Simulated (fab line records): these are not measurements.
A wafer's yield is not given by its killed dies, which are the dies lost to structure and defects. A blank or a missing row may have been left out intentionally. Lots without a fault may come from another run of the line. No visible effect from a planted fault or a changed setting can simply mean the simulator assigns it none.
The tool behind it: which one?    flow gf180mcu    41 wafers from 14 lots sampled at 3 of the route's 602 steps

## WHAT EACH GAUGE READ, for each wafer
GF_TOP_METAL_THK_MEAS_06: measures by xrf.
lot   measured      on             TOP_METAL_ALCU_THK (nm)
L801  day 27 08:53  film metro-01  908 902 899
L803  day 28 08:58  film metro-01  925 920 910
L804  day 28 21:50  film metro-02  907 907 897
L805  day 29 00:29  film metro-02  904 906 916
L806  day 29 03:23  film metro-02  909 904 917
L807  day 29 03:43  film metro-03  901 902 905
L808  day 29 22:40  film metro-03  881 879 887
L810  day 30 15:59  film metro-03  910 903 907
L812  day 30 19:04  film metro-03  905 906
L813  day 30 22:19  film metro-02  894 895 896
L814  day 31 11:32  film metro-01  888 890 889
L815  day 31 16:00  film metro-03  913 905 907
L821  day 33 04:25  film metro-02  897 904 884
L822  day 33 07:29  film metro-02  904 899 899

## EACH LOT AND THE TOOL THAT RAN IT (in order: tool; ch and the chambers of the sampled wafers; start)
lot   GF_V4_SPUTTER_22              GF_TOP_METAL_SPUTTER_02
L801  pvd sputter-01, day 24 12:28  pvd sputter-04, day 27 08:38
L803  pvd sputter-01, day 25 15:11  pvd sputter-04, day 28 08:46
L804  pvd sputter-04, day 26 05:06  pvd sputter-04, day 28 21:37
L805  pvd sputter-04, day 26 07:03  pvd sputter-03, day 29 00:16
L806  pvd sputter-01, day 26 10:35  pvd sputter-04, day 29 03:10
L807  pvd sputter-04, day 26 11:26  pvd sputter-02, day 29 03:31
L808  pvd sputter-01, day 27 06:26  pvd sputter-02, day 29 22:26
L810  pvd sputter-01, day 28 02:14  pvd sputter-03, day 30 15:47
L812  pvd sputter-01, day 28 04:47  pvd sputter-03, day 30 18:50
L813  pvd sputter-03, day 28 07:38  pvd sputter-02, day 30 22:07
L814  pvd sputter-03, day 28 23:34  pvd sputter-02, day 31 11:18
L815  pvd sputter-01, day 29 03:59  pvd sputter-02, day 31 15:47
L821  pvd sputter-04, day 30 20:14  pvd sputter-04, day 33 04:12
L822  pvd sputter-04, day 30 23:08  pvd sputter-04, day 33 07:16
- GF_V4_SPUTTER_22: material TiN, target thk 10 nm, time 40 s.
- GF_TOP_METAL_SPUTTER_02: material AlCu, target thk 900 nm, time 47.82 s.

## AS READ BY THE TOOLS THEMSELVES (means over the sampled wafers that have a number; for cases with no such wafer, the mark the record gives instead)
GF_V4_SPUTTER_22.
lot   tool            throttle valve pct (%)
L801  pvd sputter-01  29.5
L803  pvd sputter-01  29.0
L804  pvd sputter-04  30.3
L805  pvd sputter-04  30.4
L806  pvd sputter-01  30.2
L807  pvd sputter-04  30.3
L808  pvd sputter-01  29.0
L810  pvd sputter-01  29.5
L812  pvd sputter-01  29.0
L813  pvd sputter-03  29.2
L814  pvd sputter-03  28.4
L815  pvd sputter-01  29.5
L821  pvd sputter-04  30.4
L822  pvd sputter-04  30.3

GF_TOP_METAL_SPUTTER_02.
lot   tool            throttle valve pct (%)
L801  pvd sputter-04  30.4
L803  pvd sputter-04  30.6
L804  pvd sputter-04  30.1
L805  pvd sputter-03  30.1
L806  pvd sputter-04  30.3
L807  pvd sputter-02  30.0
L808  pvd sputter-02  30.7
L810  pvd sputter-03  29.6
L812  pvd sputter-03  29.8
L813  pvd sputter-02  30.8
L814  pvd sputter-02  30.1
L815  pvd sputter-02  30.0
L821  pvd sputter-04  29.9
L822  pvd sputter-04  30.3

## THE ANSWER, worked out from the rows above alone
Rule: what is usual is taken from the lots themselves. Put in order of their means at a reading, lots are off if they are a third of the lots or fewer, leave a main group of 4 or more, and stand apart from it by a gap of 3 or more times the standard deviation of the main group's means; of several such gaps the widest counts. If all means in a main group match to the digits the tables above print for the reading, that group is not used. Also off: a lot with no number at a reading for which 4 or more lots have one. Where the step has rows for the other lots, those lots are counted as sound. The gauges are gone through in route order, then the tools' own readings, and for those a lot's mean is taken as printed above. The first step at which some lot is off is used, and at that step the reading that is off furthest; a lot without a number counts as furthest.
Nothing can be told from this: no lot is off at any reading shown.

## WHAT THE SIMULATOR HAD INSERTED
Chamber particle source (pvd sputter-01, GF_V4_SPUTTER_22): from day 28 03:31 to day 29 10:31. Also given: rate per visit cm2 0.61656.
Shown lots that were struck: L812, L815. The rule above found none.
